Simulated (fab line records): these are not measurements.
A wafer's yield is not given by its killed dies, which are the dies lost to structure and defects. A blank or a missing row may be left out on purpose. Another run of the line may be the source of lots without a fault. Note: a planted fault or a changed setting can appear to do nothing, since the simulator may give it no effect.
fab line records	flow sky130
record: lots: 11	wafers: 33	lastDay: 51
route steps=708 shown LI_CONTACT@374 LOCAL_INTERCONNECT@398 METAL1@452 PAD_OPEN@708
lots untouched by any fault: they come from a run of this same line in which no faults occurred
startH: hours from the record's opening day to when the first of the lot's shown wafers began	waitH: hours from the lot's prior step to this one	" as in the row above	L1.1+2: one row covering several wafers at once	- no value, or no start given	* or withheld: withheld	< > ~ a bound
route shown NAME@n: a module of which the file shows steps, and the number in the route of the first	usual: the fault-free wafers' mean and standard deviation	same: alike in all rows	chamber/n: place in a boat	sites: the reading at each site	_std_site: the values' standard deviation	_edge_site: outer sites' mean less inner sites'	radiusMm: for every site, how far away it sits from the centre of the wafer	mask NAME#n: copy n	behind: tool/chamber where the wafer was last shaped	hold: why the lot was held/for how many hours/how that ended	device: which transistor (n, p or np) failed to switch	end of line: the route-end tests of the same wafers	step lacking rows: just its recipe	killed: count of dies lost to structure and defects at first sort (not the wafer's yield)	map: dies across one wafer; x = killed, . = not, _ = none there
set.NAME: setting as actually run; set.NAME@STEP: the setting as run at that earlier step	model.NAME: the simulator's own value behind a step, which no gauge read
a sample of lots followed through the steps of the route, with each step as a table and each wafer as a row
services: a tool's chamber out of use, with start hour (startH, from the record's first day; less than 0 if before it), hours out, and reason
== steps ==
step: SKY_LI_CONTACT_CD_MEAS_12
recipe: targetCdNm: 170
usual: cdNm: 169.6/1.7
lot.wafer	tool	chamber	startH	waitH	cdNm
L258.3	cdSem-02	-	717.32	-	168.0
L258.4	"	-	"	"	167.5
L258.5	"	-	"	"	167.4
L259.1	cdSem-01	-	728.18	-	170.5
L259.4	"	-	"	"	171.8
L259.6	"	-	"	"	171.4
L261.4	cdSem-01	-	744.91	-	169.7
L261.5	"	-	"	"	168.9
L261.6	"	-	"	"	170.7
L262.2	cdSem-02	-	755.65	-	170.8
L262.3	"	-	"	"	170.3
L262.4	"	-	"	"	169.1
L267.3	cdSem-01	-	808.70	-	167.9
L267.4	"	-	"	"	167.5
L267.6	"	-	"	"	167.8
L268.1	cdSem-01	-	813.31	-	170.4
L268.2	"	-	"	"	168.7
L268.5	"	-	"	"	170.4
L269.3	cdSem-01	-	819.80	-	170.5
L269.5	"	-	"	"	170.0
L269.6	"	-	"	"	170.8
L274.1	cdSem-02	-	851.06	-	170.4
L274.3	"	-	"	"	171.6
L274.6	"	-	"	"	171.7
L273.2	cdSem-01	-	852.47	-	168.3
L273.3	"	-	"	"	168.0
L273.4	"	-	"	"	167.0
L277.4	cdSem-02	-	870.24	-	170.4
L277.5	"	-	"	"	170.5
L277.6	"	-	"	"	169.3
L278.1	cdSem-01	-	872.40	-	168.4
L278.2	"	-	"	"	169.6
L278.5	"	-	"	"	167.5
step: SKY_LI_CONTACT_OVL_MEAS_13
usual: LI_CONTACT_OVL: -5/6.3
lot.wafer	tool	chamber	startH	waitH	LI_CONTACT_OVL[nm]
L258.3	overlay-02	-	717.41	0.1	-10
L258.4	"	-	"	"	-2
L258.5	"	-	"	"	-9
L259.1	overlay-01	-	728.30	0.1	-1
L259.4	"	-	"	"	-5
L259.6	"	-	"	"	-7
L261.4	overlay-01	-	744.99	0.1	5
L261.5	"	-	"	"	-12
L261.6	"	-	"	"	-3
L262.2	overlay-02	-	755.76	0.1	-3
L262.3	"	-	"	"	0
L262.4	"	-	"	"	-3
L267.3	overlay-02	-	808.79	0.1	-5
L267.4	"	-	"	"	-7
L267.6	"	-	"	"	3
L268.1	overlay-01	-	813.43	0.1	-19
L268.2	"	-	"	"	-13
L268.5	"	-	"	"	-17
L269.3	overlay-01	-	819.89	0.1	-7
L269.5	"	-	"	"	-5
L269.6	"	-	"	"	-7
L274.1	overlay-02	-	851.18	0.1	3
L274.3	"	-	"	"	1
L274.6	"	-	"	"	-3
L273.2	overlay-01	-	852.58	0.1	-2
L273.3	"	-	"	"	-17
L273.4	"	-	"	"	-6
L277.4	overlay-02	-	870.32	0.1	2
L277.5	"	-	"	"	-6
L277.6	"	-	"	"	-6
L278.1	overlay-01	-	872.52	0.1	0
L278.2	"	-	"	"	-15
L278.5	"	-	"	"	-14
step: SKY_LOCAL_INTERCONNECT_CD_MEAS_11
recipe: targetCdNm: 170
usual: cdNm: 169.7/1.6
lot.wafer	tool	chamber	startH	waitH	cdNm
L258.3	cdSem-02	-	749.88	-	171.1
L258.4	"	-	"	"	169.3
L258.5	"	-	"	"	169.2
L259.1	cdSem-01	-	760.61	-	170.3
L259.4	"	-	"	"	170.6
L259.6	"	-	"	"	170.9
L261.4	cdSem-01	-	778.18	-	169.5
L261.5	"	-	"	"	170.6
L261.6	"	-	"	"	170.4
L262.2	cdSem-02	-	786.48	-	169.5
L262.3	"	-	"	"	170.4
L262.4	"	-	"	"	170.7
L267.3	cdSem-02	-	836.25	-	168.3
L267.4	"	-	"	"	170.1
L267.6	"	-	"	"	169.7
L268.1	cdSem-02	-	841.05	-	171.6
L268.2	"	-	"	"	170.8
L268.5	"	-	"	"	170.4
L269.3	cdSem-02	-	848.02	-	168.7
L269.5	"	-	"	"	168.2
L269.6	"	-	"	"	168.2
L274.1	cdSem-01	-	878.35	-	169.1
L274.3	"	-	"	"	168.2
L274.6	"	-	"	"	169.7
L273.2	cdSem-01	-	880.63	-	165.5
L273.3	"	-	"	"	166.6
L273.4	"	-	"	"	166.6
L277.4	cdSem-01	-	898.03	-	167.6
L277.5	"	-	"	"	169.8
L277.6	"	-	"	"	166.8
L278.1	cdSem-01	-	900.20	-	173.1
L278.2	"	-	"	"	170.8
L278.5	"	-	"	"	172.5
step: SKY_METAL1_ETCH_18
recipe: chemistry: N2/H2	target: BARC	ionEnergyEv: 200	biasW: 100	pressureMtorr: 30	n2FlowSccm: 100	h2FlowSccm: 200	icpW: 500	stopOn: SiO2	timeS: 45.9	targetDepthA: 600
usual: drypumpMotorCurrentA: 5.6/0.48	oesProductAu: 0.855/0.0048	runLengthS: 74.1/0.38	throttleValvePct: 13.223/0.0098
lot.wafer	tool	chamber	startH	waitH	drypumpMotorCurrentA	oesProductAu	rfHoursCounterH	runLengthS	throttleValvePct
L258.3	rieMetal-02	0	811.21	0.0	6.1	0.856	-	73.3	13.211
L258.4	"	1	"	"	5.6	0.857	-	74.2	13.240
L258.5	"	0	"	"	6.1	0.853	-	73.7	13.225
L259.1	rieMetal-01	1	820.07	0.0	5.4	0.853	8	74.0	13.213
L259.4	"	1	"	"	5.4	0.856	-	74.1	13.203
L259.6	"	1	"	"	5.4	0.861	-	74.1	13.227
L261.4	rieMetal-01	1	835.65	0.0	5.3	0.853	-	74.1	13.213
L261.5	"	1	"	"	5.4	0.857	-	74.1	13.220
L261.6	"	0	"	"	6.2	0.854	-	74.1	13.235
L262.2	rieMetal-01	0	843.38	0.0	6.2	0.850	17	74.0	13.231
L262.3	"	0	"	"	6.2	0.854	-	74.2	13.241
L262.4	"	1	"	"	5.3	0.854	-	73.7	13.255
L267.3	rieMetal-01	1	892.31	0.1	5.3	1.002	-	63.7	13.254
L267.4	"	1	"	"	5.3	1.007	-	63.4	13.248
L267.6	"	1	"	"	5.4	0.991	-	63.3	13.235
L268.1	rieMetal-03	0	897.29	0.0	5.8	0.866	17	74.0	13.227
L268.2	"	1	"	"	4.7	0.858	14	74.6	13.220
L268.5	"	1	"	"	4.6	0.858	-	74.1	13.225
L269.3	rieMetal-01	1	903.66	0.0	5.4	1.004	-	63.2	13.230
L269.5	"	0	"	"	6.2	1.005	-	63.5	13.239
L269.6	"	1	"	"	5.4	0.999	-	63.8	13.225
L274.1	rieMetal-03	1	933.12	0.0	4.6	0.854	15	74.7	13.222
L274.3	"	0	"	"	5.8	0.851	-	73.9	13.219
L274.6	"	1	"	"	4.6	0.854	-	74.1	13.217
L273.2	rieMetal-02	1	935.63	0.0	5.6	0.856	8	74.4	13.220
L273.3	"	0	"	"	6.1	0.856	-	73.3	13.207
L273.4	"	1	"	"	5.6	0.856	-	74.3	13.246
L277.4	rieMetal-02	1	952.19	0.0	5.6	0.853	-	74.5	13.221
L277.5	"	0	"	"	6.1	0.841	-	73.7	13.207
L277.6	"	1	"	"	5.6	0.860	-	74.9	13.219
L278.1	rieMetal-03	1	954.59	0.0	4.6	0.861	17	74.1	13.204
L278.2	"	0	"	"	5.8	0.861	19	74.3	13.229
L278.5	"	0	"	"	5.8	0.863	-	74.3	13.213
step: SKY_METAL1_STRIP_20
recipe: chemistry: O2/N2	powerW: 1400	pressureMtorr: 1500	platenTempC: withheld	o2FlowSccm: 3000	n2FlowSccm: 300	overashFraction: 0.5
usual: drypumpMotorCurrentA: 5.9/0.56	oesProductAu: 0.343/0.0049	stripTimeToEndpointS: 2.70/0.032
lot.wafer	tool	chamber	startH	waitH	drypumpMotorCurrentA	oesProductAu	rfHoursCounterH	stripTimeToEndpointS
L258.3	plasmaAsher-03	0	811.37	0.1	5.6	0.337	-	2.69
L258.4	"	1	"	"	6.2	0.343	-	2.74
L258.5	"	1	"	"	6.2	0.351	-	2.70
L259.1	plasmaAsher-04	1	820.22	0.1	6.5	0.346	96	2.77
L259.4	"	1	"	"	6.5	0.353	-	2.75
L259.6	"	0	"	"	5.9	0.344	-	2.78
L261.4	plasmaAsher-03	0	835.82	0.1	5.6	0.346	-	2.78
L261.5	"	0	"	"	5.6	0.348	-	2.74
L261.6	"	1	"	"	6.3	0.339	-	2.67
L262.2	plasmaAsher-04	0	843.54	0.1	5.9	0.337	100	2.67
L262.3	"	0	"	"	5.9	0.343	-	2.63
L262.4	"	1	"	"	6.5	0.342	-	2.76
L267.3	plasmaAsher-02	1	892.61	0.1	4.8	0.344	-	2.77
L267.4	"	0	"	"	6.2	0.343	-	2.78
L267.6	"	0	"	"	6.2	0.347	-	2.78
L268.1	plasmaAsher-03	0	897.44	0.1	5.6	0.346	76	2.74
L268.2	"	1	"	"	6.2	0.340	76	2.70
L268.5	"	1	"	"	6.2	0.341	-	2.72
L269.3	plasmaAsher-02	0	903.82	0.1	6.2	0.348	-	2.79
L269.5	"	0	"	"	6.2	0.344	-	2.79
L269.6	"	1	"	"	4.8	0.342	-	2.80
L274.1	plasmaAsher-02	0	933.28	0.1	6.2	0.341	9	2.66
L274.3	"	0	"	"	6.2	0.342	-	2.70
L274.6	"	0	"	"	6.2	0.339	-	2.67
L273.2	plasmaAsher-04	0	935.79	0.1	5.9	0.343	109	2.71
L273.3	"	0	"	"	5.9	0.345	-	2.71
L273.4	"	1	"	"	6.4	0.348	-	2.72
L277.4	plasmaAsher-03	1	952.36	0.1	6.2	0.338	-	2.70
L277.5	"	1	"	"	6.2	0.352	-	2.73
L277.6	"	0	"	"	5.6	0.341	-	2.73
L278.1	plasmaAsher-02	0	954.74	0.1	6.2	0.339	11	2.69
L278.2	"	1	"	"	4.7	0.347	11	2.69
L278.5	"	1	"	"	4.7	0.343	-	2.73
step: SKY_PAD_OPEN_PROBE_99
usual: defectLimitedYield: 82.6/1.7	killed_at_M0_to_M3: 43/7	killed_at_M4_up: 3.1/1.5	killedAtContacts: 23/4.9	killedAtFrontEnd: 16/3.9	killedAtOther: 0.3/0.52	killedDies: 86/8.2	killedOnRim: 16/3.7	killedOpen: 47/6.1	killedShort: 38/5.8	sort_bin_3_pad_short: 0.8/0.41	sort_bin_5_function: 10.2/1.3	sort_bin_6_memory: 6.4/1.1	sortNPass: 406/8.2	sortYieldPct: 82.6/1.7
same: grossDies: 492	killedAtBackSide: 0	sort_bin_4_leakage[%]: 0	sort_bin_8_speed[%]: 0
lot.wafer	tool	chamber	startH	waitH	defectLimitedYield[%]	killed_at_M0_to_M3	killed_at_M4_up	killedAtContacts	killedAtFrontEnd	killedAtOther	killedDies	killedOnRim	killedOpen	killedShort	sort_bin_3_pad_short[%]	sort_bin_5_function[%]	sort_bin_6_memory[%]	sortNPass	sortYieldPct[%]
L258.3	prober-01	-	1119.70	0.2	82.3	36	3	31	17	0	87	22	43	42	0.4	10.4	6.9	405	82.3
L258.4	prober-01	-	1119.75	0.2	83.1	35	3	25	20	0	83	17	49	33	0.8	10.0	6.1	409	83.1
L258.5	prober-01	-	1119.80	0.2	85.0	30	2	22	19	1	74	14	40	34	1.2	8.7	5.1	418	85.0
L259.1	prober-01	-	1126.62	0.1	83.9	41	3	22	13	0	79	12	53	26	1.0	9.1	5.9	413	83.9
L259.4	prober-01	-	1126.77	0.2	80.3	53	4	17	23	0	97	18	43	53	0.6	11.4	7.7	395	80.3
L259.6	prober-01	-	1126.87	0.2	82.1	44	5	25	14	0	88	17	55	33	1.0	11.4	5.5	404	82.1
L261.4	prober-01	-	1140.16	0.2	83.5	44	3	21	13	0	81	23	42	39	1.0	10.2	5.3	411	83.5
L261.5	prober-01	-	1140.21	0.2	81.5	50	2	21	18	0	91	12	52	39	1.0	11.8	5.7	401	81.5
L261.6	prober-01	-	1140.26	0.2	80.9	57	5	20	12	0	94	22	57	37	0.6	11.6	6.9	398	80.9
L262.2	prober-02	-	1144.47	0.1	84.3	36	6	18	17	0	77	15	44	31	0.6	9.3	5.7	415	84.3
L262.3	prober-02	-	1144.52	0.2	80.9	51	5	23	15	0	94	23	53	39	0.4	11.8	6.9	398	80.9
L262.4	prober-02	-	1144.57	0.2	82.9	39	6	22	17	0	84	19	44	39	1.0	8.7	7.3	408	82.9
L267.3	prober-02	-	1180.77	0.2	84.1	52	4	12	10	0	78	15	45	33	0.4	8.5	6.9	414	84.1
L267.4	prober-02	-	1180.82	0.2	80.1	60	3	18	16	1	98	24	57	41	1.0	12.0	6.9	394	80.1
L267.6	prober-02	-	1180.92	0.2	82.3	41	4	21	20	1	87	16	45	42	0.4	10.0	7.3	405	82.3
L268.1	prober-01	-	1185.72	0.1	81.9	46	3	26	13	1	89	22	49	40	0.2	11.2	6.7	403	81.9
L268.2	prober-01	-	1185.77	0.1	82.7	43	3	22	17	0	85	16	43	42	1.4	10.0	5.9	407	82.7
L268.5	prober-01	-	1185.92	0.2	82.7	48	3	22	12	0	85	17	43	42	1.0	9.8	6.5	407	82.7
L269.3	prober-02	-	1189.72	0.2	78.7	58	4	28	15	0	105	20	54	51	0.8	12.2	8.3	387	78.7
L269.5	prober-02	-	1189.82	0.2	83.1	46	3	18	15	1	83	17	52	30	0.2	10.4	6.3	409	83.1
L269.6	prober-02	-	1189.87	0.2	78.3	59	1	30	17	0	107	21	63	42	1.4	11.8	8.5	385	78.3
L274.1	prober-02	-	1208.70	0.1	84.1	39	2	23	14	0	78	16	45	33	0.6	10.6	4.7	414	84.1
L274.3	prober-02	-	1208.80	0.2	83.1	39	2	19	23	0	83	12	51	32	1.2	8.1	7.5	409	83.1
L274.6	prober-02	-	1208.95	0.2	77.8	58	6	29	16	0	109	18	55	54	1.2	12.2	8.7	383	77.8
L273.2	prober-01	-	1213.51	0.1	81.9	47	3	28	11	0	89	12	52	37	0.2	12.8	5.1	403	81.9
L273.3	prober-01	-	1213.56	0.2	81.9	43	2	25	19	0	89	16	52	37	0.6	11.0	6.5	403	81.9
L273.4	prober-01	-	1213.61	0.2	81.5	43	6	25	17	0	91	16	49	39	0.8	9.6	8.1	401	81.5
L278.1	prober-02	-	1223.15	0.1	83.5	40	1	26	14	0	81	14	44	37	1.0	10.2	5.3	411	83.5
L278.2	prober-02	-	1223.20	0.1	84.8	31	2	28	14	0	75	21	42	33	0.6	9.6	5.1	417	84.8
L278.5	prober-02	-	1223.35	0.2	80.7	47	3	29	16	0	95	19	55	40	1.4	12.0	5.9	397	80.7
L277.4	prober-01	-	1223.99	0.2	82.1	43	4	27	14	0	88	14	47	40	0.6	12.8	4.5	404	82.1
L277.5	prober-01	-	1224.04	0.2	82.7	41	3	23	17	1	85	16	36	48	0.6	10.4	6.3	407	82.7
L277.6	prober-01	-	1224.09	0.2	82.5	51	1	24	10	0	86	17	41	43	0.8	10.0	6.7	406	82.5
killed by level:class
L258.3 LI_CONTACT:geometricParticle:open=11 CONTACT:geometricParticle:open=9 VIA2:geometricParticle:short=7 VIA3:geometricParticle:open=7 FIELD_ISO:geometricParticle:short=5 POLY_GATE:geometricParticle:short=4 CONTACT:geometricParticle:short=4 VIA1:geometricParticle:open=4
L258.4 LI_CONTACT:geometricParticle:open=11 VIA1:geometricParticle:open=8 CONTACT:geometricParticle:open=6 METAL1:geometricParticle:open=6 POLY_GATE:geometricParticle:open=5 POLY_GATE:geometricParticle:short=5 CONTACT:geometricParticle:short=5 VIA3:geometricParticle:open=5
L258.5 VIA1:geometricParticle:open=10 CONTACT:geometricParticle:open=8 FIELD_ISO:geometricParticle:open=6 LI_CONTACT:geometricParticle:short=5 VIA3:geometricParticle:open=5 METAL2:geometricParticle:short=5 FIELD_ISO:geometricParticle:short=4 LOCAL_INTERCONNECT:geometricParticle:short=4
L259.1 CONTACT:geometricParticle:open=13 VIA2:geometricParticle:open=8 VIA3:geometricParticle:open=7 VIA1:geometricParticle:open=7 VIA2:geometricParticle:short=5 SPACER:geometricParticle:open=4 LI_CONTACT:geometricParticle:open=4 METAL2:geometricParticle:short=4
L259.4 METAL2:geometricParticle:short=9 VIA1:geometricParticle:short=8 VIA1:geometricParticle:open=8 FIELD_ISO:geometricParticle:open=6 CONTACT:geometricParticle:short=6 VIA3:geometricParticle:open=6 METAL1:geometricParticle:short=5 VIA2:geometricParticle:open=5
L259.6 CONTACT:geometricParticle:open=14 VIA1:geometricParticle:open=13 VIA3:geometricParticle:open=9 METAL2:geometricParticle:short=5 METAL4:geometricParticle:short=5 FIELD_ISO:geometricParticle:open=4 LI_CONTACT:geometricParticle:open=4 POLY_GATE:geometricParticle:short=3
L261.4 VIA1:geometricParticle:open=13 LI_CONTACT:geometricParticle:open=7 METAL1:geometricParticle:short=7 FIELD_ISO:geometricParticle:open=5 CONTACT:geometricParticle:short=5 METAL2:geometricParticle:short=5 VIA1:geometricParticle:short=5 POLY_GATE:geometricParticle:short=4
L261.5 VIA1:geometricParticle:open=12 VIA3:geometricParticle:open=10 LI_CONTACT:geometricParticle:open=8 POLY_GATE:geometricParticle:short=7 METAL1:geometricParticle:short=7 CONTACT:geometricParticle:open=5 VIA1:geometricParticle:short=5 FIELD_ISO:geometricParticle:open=3
L261.6 VIA1:geometricParticle:open=13 VIA3:geometricParticle:open=10 METAL1:geometricParticle:short=10 CONTACT:geometricParticle:open=8 LI_CONTACT:geometricParticle:open=6 VIA1:geometricParticle:short=6 VIA2:geometricParticle:open=5 METAL2:geometricParticle:short=5
L262.2 CONTACT:geometricParticle:open=10 VIA1:geometricParticle:open=8 VIA3:geometricParticle:open=7 VIA2:geometricParticle:open=6 METAL2:geometricParticle:short=5 VIA3:geometricParticle:short=4 LI_CONTACT:geometricParticle:open=4 CONTACT:geometricParticle:short=4
L262.3 VIA1:geometricParticle:open=15 CONTACT:geometricParticle:open=10 VIA2:geometricParticle:open=7 VIA3:geometricParticle:open=6 LI_CONTACT:geometricParticle:open=5 CONTACT:geometricParticle:short=5 METAL4:geometricParticle:short=5 METAL2:geometricParticle:short=5
L262.4 VIA3:geometricParticle:open=9 LI_CONTACT:geometricParticle:open=8 VIA1:geometricParticle:open=8 METAL1:geometricParticle:short=6 FIELD_ISO:geometricParticle:open=5 CONTACT:geometricParticle:open=5 FIELD_ISO:geometricParticle:short=4 METAL4:geometricParticle:short=4
L267.3 VIA2:geometricParticle:open=13 VIA1:geometricParticle:open=9 METAL2:geometricParticle:short=7 VIA1:geometricParticle:short=6 FIELD_ISO:geometricParticle:open=4 LI_CONTACT:geometricParticle:open=4 VIA3:geometricParticle:open=4 POLY_GATE:geometricParticle:short=3
L267.4 VIA1:geometricParticle:open=16 VIA3:geometricParticle:open=10 CONTACT:geometricParticle:open=8 VIA2:geometricParticle:open=7 METAL2:geometricParticle:short=6 VIA2:geometricParticle:short=5 LOCAL_INTERCONNECT:geometricParticle:short=4 LI_CONTACT:geometricParticle:open=4
L267.6 VIA2:geometricParticle:open=9 FIELD_ISO:geometricParticle:short=8 CONTACT:geometricParticle:open=8 VIA1:geometricParticle:open=7 VIA1:geometricParticle:short=6 VIA3:geometricParticle:open=6 CONTACT:geometricParticle:short=5 FIELD_ISO:geometricParticle:open=4
L268.1 VIA3:geometricParticle:open=13 VIA1:geometricParticle:open=9 LI_CONTACT:geometricParticle:open=8 CONTACT:geometricParticle:open=7 POLY_GATE:geometricParticle:short=6 METAL1:geometricParticle:short=5 FIELD_ISO:geometricParticle:short=4 CONTACT:geometricParticle:short=4
L268.2 CONTACT:geometricParticle:open=11 VIA2:geometricParticle:open=10 VIA1:geometricParticle:open=8 POLY_GATE:geometricParticle:short=6 VIA1:geometricParticle:short=6 LOCAL_INTERCONNECT:geometricParticle:short=5 FIELD_ISO:geometricParticle:short=4 METAL1:geometricParticle:short=4
L268.5 CONTACT:geometricParticle:open=16 VIA1:geometricParticle:short=11 VIA1:geometricParticle:open=7 VIA2:geometricParticle:open=6 VIA3:geometricParticle:open=5 VIA3:geometricParticle:short=5 POLY_GATE:geometricParticle:short=4 LI_CONTACT:geometricParticle:short=3
L269.3 VIA1:geometricParticle:open=18 CONTACT:geometricParticle:short=11 VIA2:geometricParticle:open=10 CONTACT:geometricParticle:open=7 VIA3:geometricParticle:open=7 POLY_GATE:geometricParticle:short=5 VIA1:geometricParticle:short=5 METAL2:geometricParticle:short=5
L269.5 VIA1:geometricParticle:open=14 VIA3:geometricParticle:open=9 METAL2:geometricParticle:short=7 CONTACT:geometricParticle:open=5 POLY_GATE:geometricParticle:open=5 LI_CONTACT:geometricParticle:open=5 FIELD_ISO:geometricParticle:open=4 VIA1:geometricParticle:short=4
L269.6 VIA1:geometricParticle:open=11 LI_CONTACT:geometricParticle:open=11 CONTACT:geometricParticle:open=11 VIA2:geometricParticle:open=8 METAL1:geometricParticle:short=7 CONTACT:geometricParticle:short=6 VIA1:geometricParticle:short=6 FIELD_ISO:geometricParticle:open=5
L274.1 CONTACT:geometricParticle:open=11 VIA3:geometricParticle:open=9 METAL1:geometricParticle:short=7 VIA1:geometricParticle:open=6 LI_CONTACT:geometricParticle:open=6 POLY_GATE:geometricParticle:short=5 VIA1:geometricParticle:short=5 POLY_GATE:geometricParticle:open=4
L274.3 CONTACT:geometricParticle:open=10 VIA1:geometricParticle:open=9 FIELD_ISO:geometricParticle:open=8 VIA3:geometricParticle:open=7 POLY_GATE:geometricParticle:open=6 VIA2:geometricParticle:open=6 METAL1:geometricParticle:short=5 METAL2:geometricParticle:short=5
L274.6 VIA1:geometricParticle:open=11 VIA2:geometricParticle:open=11 LI_CONTACT:geometricParticle:open=8 LOCAL_INTERCONNECT:geometricParticle:short=8 CONTACT:geometricParticle:open=8 METAL1:geometricParticle:short=8 VIA1:geometricParticle:short=7 VIA3:geometricParticle:open=6
L273.2 LI_CONTACT:geometricParticle:open=11 CONTACT:geometricParticle:open=9 VIA1:geometricParticle:open=8 METAL2:geometricParticle:short=7 VIA3:geometricParticle:open=7 VIA3:geometricParticle:short=6 VIA2:geometricParticle:open=5 FIELD_ISO:geometricParticle:open=4
L273.3 VIA3:geometricParticle:open=11 VIA1:geometricParticle:open=10 VIA2:geometricParticle:open=7 CONTACT:geometricParticle:open=7 POLY_GATE:geometricParticle:open=6 POLY_GATE:geometricParticle:short=5 LI_CONTACT:geometricParticle:open=5 LOCAL_INTERCONNECT:geometricParticle:short=5
L273.4 VIA1:geometricParticle:open=17 CONTACT:geometricParticle:open=9 LI_CONTACT:geometricParticle:open=6 VIA3:geometricParticle:open=6 METAL4:geometricParticle:short=6 FIELD_ISO:geometricParticle:short=5 CONTACT:geometricParticle:short=5 METAL1:geometricParticle:short=5
L278.1 CONTACT:geometricParticle:open=12 VIA1:geometricParticle:open=10 FIELD_ISO:geometricParticle:short=6 VIA2:geometricParticle:short=6 LI_CONTACT:geometricParticle:open=5 VIA3:geometricParticle:open=5 METAL2:geometricParticle:short=5 LOCAL_INTERCONNECT:geometricParticle:short=4
L278.2 CONTACT:geometricParticle:open=12 VIA3:geometricParticle:open=6 VIA2:geometricParticle:open=6 CONTACT:geometricParticle:short=5 VIA1:geometricParticle:open=5 POLY_GATE:geometricParticle:open=4 LI_CONTACT:geometricParticle:open=4 LOCAL_INTERCONNECT:geometricParticle:short=4
L278.5 VIA2:geometricParticle:open=11 LI_CONTACT:geometricParticle:open=10 CONTACT:geometricParticle:open=9 VIA1:geometricParticle:open=7 METAL2:geometricParticle:short=7 VIA3:geometricParticle:open=7 LOCAL_INTERCONNECT:geometricParticle:short=6 FIELD_ISO:geometricParticle:open=4
L277.4 CONTACT:geometricParticle:open=9 VIA1:geometricParticle:open=9 VIA3:geometricParticle:open=8 VIA2:geometricParticle:open=7 LI_CONTACT:geometricParticle:open=6 LOCAL_INTERCONNECT:geometricParticle:short=6 VIA3:geometricParticle:short=5 FIELD_ISO:geometricParticle:short=4
L277.5 FIELD_ISO:geometricParticle:short=8 METAL2:geometricParticle:short=8 LOCAL_INTERCONNECT:geometricParticle:short=7 LI_CONTACT:geometricParticle:open=6 CONTACT:geometricParticle:open=6 VIA1:geometricParticle:short=5 METAL1:geometricParticle:short=5 METAL1:geometricParticle:open=4
L277.6 VIA1:geometricParticle:open=12 VIA3:geometricParticle:open=9 METAL1:geometricParticle:short=6 METAL2:geometricParticle:short=6 VIA2:geometricParticle:short=5 LOCAL_INTERCONNECT:geometricParticle:short=5 CONTACT:geometricParticle:short=5 CONTACT:geometricParticle:open=5
== services ==
tool	chamber	startH	hours	kind
plasmaAsher-02	-	845.56	7.7	repair
rieMetal-01	0	856.64	13.8	repair
rieMetal-01	0	874.16	21.6	repair
plasmaAsher-02	-	874.53	15.6	pm
rieMetal-02	0	884.12	-	clean
rieMetal-02	0	884.12	17.8	scheduledDown
rieMetal-02	0	884.12	17.8	ventCycle
rieMetal-01	-	905.16	0.8	repair
rieMetal-01	0	908.80	-	clean
rieMetal-01	0	908.80	13.2	scheduledDown
rieMetal-01	0	908.80	13.2	ventCycle
plasmaAsher-02	-	917.56	2.8	pm
rieMetal-02	0	925.63	8.6	repair
== key ==
firstSign: step: SKY_METAL1_ETCH_18	reading: oesProductAu	direction: up	sigmas: 30	usual: 0.855	struck: 1.001
effect: step: SKY_METAL1_ETCH_18	reading: runLengthS	direction: down	sigmas: 28	usual: *	struck: *
effect: step: SKY_METAL1_STRIP_20	reading: stripTimeToEndpointS	direction: up	sigmas: 2.6	usual: *	struck: *
metAt SKY_METAL1_ETCH_18
struckLots L267,L269
notActingAt SKY_LI_CONTACT_CD_MEAS_12,SKY_LI_CONTACT_OVL_MEAS_13,SKY_LOCAL_INTERCONNECT_CD_MEAS_11
onsetBetween 843.38 892.31
fault: kind: processParameterDrift	tool: rieMetal-01	chamber: -	onsetH: 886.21	steps: SKY_METAL1_ETCH_18	channel: timeS	offset: *	shape: step	endH: 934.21	actsIn: *	stated: *
